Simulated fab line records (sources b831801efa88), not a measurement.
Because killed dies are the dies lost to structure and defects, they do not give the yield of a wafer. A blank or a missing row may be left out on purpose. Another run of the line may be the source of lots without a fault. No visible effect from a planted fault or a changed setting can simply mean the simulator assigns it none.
fab line records    flow gf180mcu
[record] lots = 5  wafers = 15  last_day = 34
route steps=602 shown MIM@523 M5@526
lots that met no fault: from a run of the same line without faults
start_h: hours from the record's first day to the start of the lot's first wafer shown    wait_h: time in hours since the lot's previous step    " as in the row above    L1.1+2: a single row standing in for several wafers    - either no value or no given start    * or withheld: withheld    < > ~ a bound
route shown NAME@n: names a module that has steps shown in the file, with the first one's number in the route    usual: mean and standard deviation over wafers with no fault    same: alike in all rows    chamber/n: place in a boat    sites: each site's reading    _std_site: their standard deviation    _edge_site: inner sites' mean taken away from outer sites' mean    radius_mm: for every site, how far away it sits from the centre of the wafer    mask NAME#n: copy n    behind: the tool/chamber that last shaped the wafer    hold: reason for holding the lot/hours on hold/outcome of the hold    device: which transistor (n, p or np) failed to switch    end of line: the route-end tests of the same wafers    a step given without rows: its recipe and nothing more    killed: dies lost to structure and defects at the first sort, not the wafer's yield    map: a wafer's dies, x killed, . not, _ none there
set.NAME: the run value of the setting; set.NAME@STEP: its run value at that earlier step    model.NAME: the simulator's own value behind a step, which no gauge read
lots seen at some steps along the route; tables by step, rows by wafer
services: the hour from which a tool's chamber was out of use, counted from the record's first day as start_h (under 0 if before that day), plus the number of hours and why
[[steps]]
[step GF_MIM_STRIP_20]
[recipe] chemistry = O2/N2  power_w = 1400  pressure_mtorr = 1500  platen_temp_c = 250  o2_flow_sccm = 3000  n2_flow_sccm = 300  overash_fraction = 0.5
[usual] drypump_motor_current_A = 5.6/0.5  heater_power_w = 336/31  oes_product_au = 0.692/0.0048  strip_time_to_endpoint_s = 11.21/0.046
lot.wafer  tool             chamber  start_h  wait_h  drypump_motor_current_A  heater_power_w  oes_product_au  rf_hours_counter_h  strip_time_to_endpoint_s
L788.2     plasma_asher-03  1        616.22   0.0     5.9                      360             0.691           100                 11.30
L788.3     "                0        "        "       5.4                      367             0.701           -                   11.28
L788.6     "                1        "        "       5.9                      355             0.701           -                   11.26
L793.1     plasma_asher-03  1        645.82   0.0     5.8                      364             0.700           103                 11.28
L793.2     "                0        "        "       5.4                      358             0.695           103                 11.24
L793.3     "                0        "        "       5.4                      367             0.687           -                   11.27
L802.2     plasma_asher-02  1        709.70   0.0     4.9                      313             0.693           30                  11.17
L802.3     "                1        "        "       5.0                      307             0.696           -                   11.19
L802.5     "                1        "        "       4.9                      310             0.687           -                   11.17
L807.2     plasma_asher-03  0        743.06   0.0     5.4                      347             0.695           0                   11.26
L807.3     "                1        "        "       5.8                      384             0.692           -                   11.23
L807.6     "                0        "        "       5.4                      354             0.699           -                   11.26
L808.2     plasma_asher-02  0        745.00   0.0     6.3                      308             0.692           34                  11.16
L808.3     "                0        "        "       6.3                      307             0.685           -                   11.13
L808.4     "                1        "        "       5.0                      309             0.683           -                   11.18
[step GF_MIM_STRIP_21]
[recipe] chemistry = post_etch_residue_remover  time_s = 1200  temp_c = 72.5
[step GF_MIM_CLEAN_22]
[recipe] chemistry = DIW  dry = n2_spin
[step GF_M5_DEHYDRATE_00]
[recipe] temp_c = 200  time_s = 60
[step GF_M5_HMDS_01]
[recipe] prime_time_s = 60  prime_temp_c = 120
[step GF_M5_COAT_02]
[recipe] resist = KrF  spin_rpm = withheld  resist_thk_nm = 1000
[step GF_M5_SOFTBAKE_03]
[recipe] temp_c = 130  time_s = 60  resist = KrF
[step GF_M5_EXPOSE_04]
[recipe] mask_id = Metal5  target_cd_nm = 280  na = 0.68  source_shape = conventional  sigma_outer = 0.6  dose_mj = 28
[step GF_M5_PEB_05]
[recipe] peb_temp_c = 135  peb_time_s = 90  resist = KrF
[step GF_M5_DEVELOP_06]
[recipe] develop_time_s = 60  dev_temp_c = 21
[step GF_M5_CD_MEAS_07]
[recipe] target_cd_nm = 280
[usual] cd_nm = 280.1/1.3
lot.wafer  tool       chamber  start_h  wait_h  cd_nm
L788.2     cd_sem-02  -        637.47   0.1     277.7
L788.3     "          -        "        "       278.7
L788.6     "          -        "        "       277.0
L793.1     cd_sem-01  -        665.65   0.1     280.2
L793.2     "          -        "        "       280.4
L793.3     "          -        "        "       279.6
L802.2     cd_sem-01  -        728.21   0.1     278.0
L802.3     "          -        "        "       279.1
L802.5     "          -        "        "       278.3
L807.2     cd_sem-02  -        759.77   0.1     279.5
L807.3     "          -        "        "       278.6
L807.6     "          -        "        "       279.2
L808.2     cd_sem-01  -        761.06   0.1     280.0
L808.3     "          -        "        "       279.9
L808.4     "          -        "        "       279.9
[step GF_M5_OVL_MEAS_08]
[usual] M5_OVL = -2/5
lot.wafer  tool        chamber  start_h  wait_h  M5_OVL[nm]
L788.2     overlay-01  -        637.57   0.1     -2
L788.3     "           -        "        "       7
L788.6     "           -        "        "       -2
L793.1     overlay-02  -        665.77   0.1     -14
L793.2     "           -        "        "       -8
L793.3     "           -        "        "       -7
L802.2     overlay-01  -        728.32   0.1     4
L802.3     "           -        "        "       0
L802.5     "           -        "        "       5
L807.2     overlay-01  -        759.87   0.1     1
L807.3     "           -        "        "       6
L807.6     "           -        "        "       4
L808.2     overlay-02  -        761.17   0.1     8
L808.3     "           -        "        "       -1
L808.4     "           -        "        "       2
[step GF_M5_ETCH_09]
[recipe] chemistry = CF4/O2  target = Si3N4  target_depth_nm = 52  source_w = 800  bias_w = 150  pressure_mtorr = 150  cf4_flow_sccm = 80  O2_flow_sccm = 10  time_s = 11.6
[usual] drypump_motor_current_A = 5.9/0.5  oes_product_au = 0.999/0.0091  throttle_valve_pct = 5.971/0.009
lot.wafer  tool         chamber  start_h  wait_h  drypump_motor_current_A  oes_product_au  rf_hours_counter_h  throttle_valve_pct  model.etch.depth_nm  model.KrF_of_M5_COAT_02.thk_nm
L788.2     rie_diel-01  0        637.60   0.0     5.7                      1.008           42                  5.968               52.77                950.5
L788.3     "            3        "        "       5.0                      0.999           8                   5.977               52.26                949.3
L788.6     "            1        "        "       5.5                      0.988           -                   5.963               51.25                951.6
L793.1     rie_diel-02  2        665.80   0.0     6.1                      0.995           4                   5.969               51.52                951.2
L793.2     "            3        "        "       5.3                      0.986           3                   5.966               51.42                955.7
L793.3     "            0        "        "       6.0                      0.981           45                  5.970               50.61                953.7
L802.2     rie_diel-01  2        728.35   0.0     5.3                      1.019           21                  5.969               53.57                951
L802.3     "            0        "        "       5.7                      1.012           45                  5.965               52.78                949.9
L802.5     "            3        "        "       5.0                      1.007           -                   5.982               30.44                965.9
L807.2     rie_diel-02  3        759.90   0.0     5.4                      0.992           7                   5.966               51.97                950
L807.3     "            2        "        "       6.1                      0.993           8                   5.972               51.79                953.5
L807.6     "            0        "        "       6.0                      0.998           -                   5.968               51.75                954.1
L808.2     rie_diel-02  3        761.20   0.0     5.4                      1.002           7                   5.987               52.12                954.7
L808.3     "            0        "        "       6.0                      1.001           49                  5.970               51.85                953.3
L808.4     "            2        "        "       6.1                      1.005           8                   5.962               52.41                950.5
[step GF_M5_METAL_ETCH_10]
[recipe] chemistry = Cl2/BCl3  mask_material = KrF  target_depth_nm = 750.8  stop_on = SiO2  pressure_mtorr = 8  icp_w = 800  bias_w = 140  Cl2_flow_sccm = 80  bcl3_flow_sccm = 40  time_s = 125.1
[usual] drypump_motor_current_A = 5.9/0.54  oes_product_au = 0.990/0.007  throttle_valve_pct = 28.229/0.01
lot.wafer  tool          chamber  start_h  wait_h  drypump_motor_current_A  oes_product_au  rf_hours_counter_h  throttle_valve_pct  model.KrF_of_M5_COAT_02.thk_nm
L788.2     rie_metal-02  1        637.62   0.0     4.9                      0.991           6.6                 28.218              645.2
L788.3     "             1        "        "       4.9                      0.999           -                   28.219              646.8
L788.6     "             0        "        "       5.8                      0.983           -                   28.236              655.4
L793.1     rie_metal-02  1        665.82   0.0     4.9                      1.006           7.8                 28.223              646.8
L793.2     "             0        "        "       5.8                      0.987           8.5                 28.241              662.4
L793.3     "             0        "        "       5.8                      0.980           -                   28.243              663.4
L802.2     rie_metal-04  0        728.42   0.1     6.2                      0.979           -                   28.238              655.6
L802.3     "             0        "        "       6.3                      0.992           -                   28.229              653.8
L802.5     "             0        "        "       6.3                      0.991           -                   28.245              669.9
L807.2     rie_metal-02  1        759.92   0.0     4.9                      0.996           12.1                28.219              641.2
L807.3     "             0        "        "       5.8                      0.993           -                   28.238              652.6
L807.6     "             1        "        "       5.0                      1.003           -                   28.207              643.7
L808.2     rie_metal-04  1        761.27   0.1     5.8                      0.976           -                   28.239              661
L808.3     "             1        "        "       5.8                      0.983           -                   28.237              659.8
L808.4     "             1        "        "       5.8                      0.976           -                   28.245              657.6
[step GF_M5_STRIP_11]
[recipe] chemistry = O2/N2  power_w = 1400  pressure_mtorr = 1500  platen_temp_c = 250  o2_flow_sccm = 3000  n2_flow_sccm = 300  overash_fraction = 0.5
[usual] drypump_motor_current_A = 5.6/0.61  heater_power_w = 339/27  oes_product_au = 0.524/0.0057  strip_time_to_endpoint_s = 7.05/0.074
lot.wafer  tool             chamber  start_h  wait_h  drypump_motor_current_A  heater_power_w  oes_product_au  rf_hours_counter_h  strip_time_to_endpoint_s
L788.2     plasma_asher-04  1        637.75   0.1     5.0                      376             0.523           50                  6.99
L788.3     "                1        "        "       5.0                      366             0.526           -                   7.02
L788.6     "                1        "        "       5.0                      360             0.524           -                   7.09
L793.1     plasma_asher-04  1        665.95   0.1     5.0                      376             0.529           53                  7.00
L793.2     "                0        "        "       6.3                      327             0.527           53                  7.15
L793.3     "                1        "        "       5.0                      377             0.529           -                   7.18
L802.2     plasma_asher-02  1        728.63   0.2     5.0                      302             0.523           32                  7.09
L802.3     "                0        "        "       6.3                      301             0.522           -                   7.08
L802.5     "                1        "        "       4.9                      311             0.530           -                   7.24
L807.2     plasma_asher-04  0        760.05   0.1     6.3                      321             0.519           63                  6.96
L807.3     "                0        "        "       6.3                      335             0.521           -                   7.07
L807.6     "                0        "        "       6.3                      333             0.526           -                   6.98
L808.2     plasma_asher-04  1        761.48   0.2     5.0                      370             0.530           64                  7.14
L808.3     "                0        "        "       6.3                      329             0.531           -                   7.15
L808.4     "                1        "        "       5.0                      366             0.531           -                   7.12
[[services]]
tool             chamber  start_h  hours  kind
plasma_asher-04  -        611.97   2.8    pm
rie_diel-01      2        620.27   22.5   repair
rie_diel-02      2        628.84   4.5    repair
rie_metal-02     -        629.78   1.2    repair
plasma_asher-02  -        641.48   5.9    repair
plasma_asher-04  -        651.13   4.9    repair
rie_diel-02      3        652.31   4.8    repair
rie_metal-02     1        713.86   1.5    repair
rie_diel-02      1        719.38   -      clean
rie_diel-02      1        719.38   21.2   scheduled_down
rie_diel-02      1        719.38   21.2   vent_cycle
rie_diel-01      -        724.38   2.0    repair
rie_metal-04     1        724.88   9.9    repair
rie_diel-02      -        733.53   0.4    repair
plasma_asher-03  -        733.75   9.0    pm
plasma_asher-03  0        733.75   9.0    vent_cycle
plasma_asher-03  1        733.75   9.0    vent_cycle
plasma_asher-02  -        738.12   0.7    repair
rie_metal-04     0        741.94   -      clean
rie_metal-04     0        741.94   31.4   scheduled_down
rie_metal-04     0        741.94   31.4   vent_cycle
plasma_asher-03  0        742.75   -      clean
plasma_asher-03  1        742.75   -      clean
[[key]]
first_sign none at tools or gauges
[model_effect] step = GF_M5_ETCH_09  value = etch.depth_nm  without = 52.63  struck = 30.44
[model_effect] step = GF_M5_METAL_ETCH_10  value = KrF_of_M5_COAT_02.thk_nm  without = 655.1  struck = 669.9
met_at GF_M5_ETCH_09
struck_wafers L802.5
onset_between 637.60 728.35
[fault] kind = process_parameter_drift  tool = rie_diel-01  chamber = 3  onset_h = 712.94  steps = GF_M5_ETCH_09  channel = time_s  offset = *  shape = step  end_h = 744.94  acts_in = *  stated = *
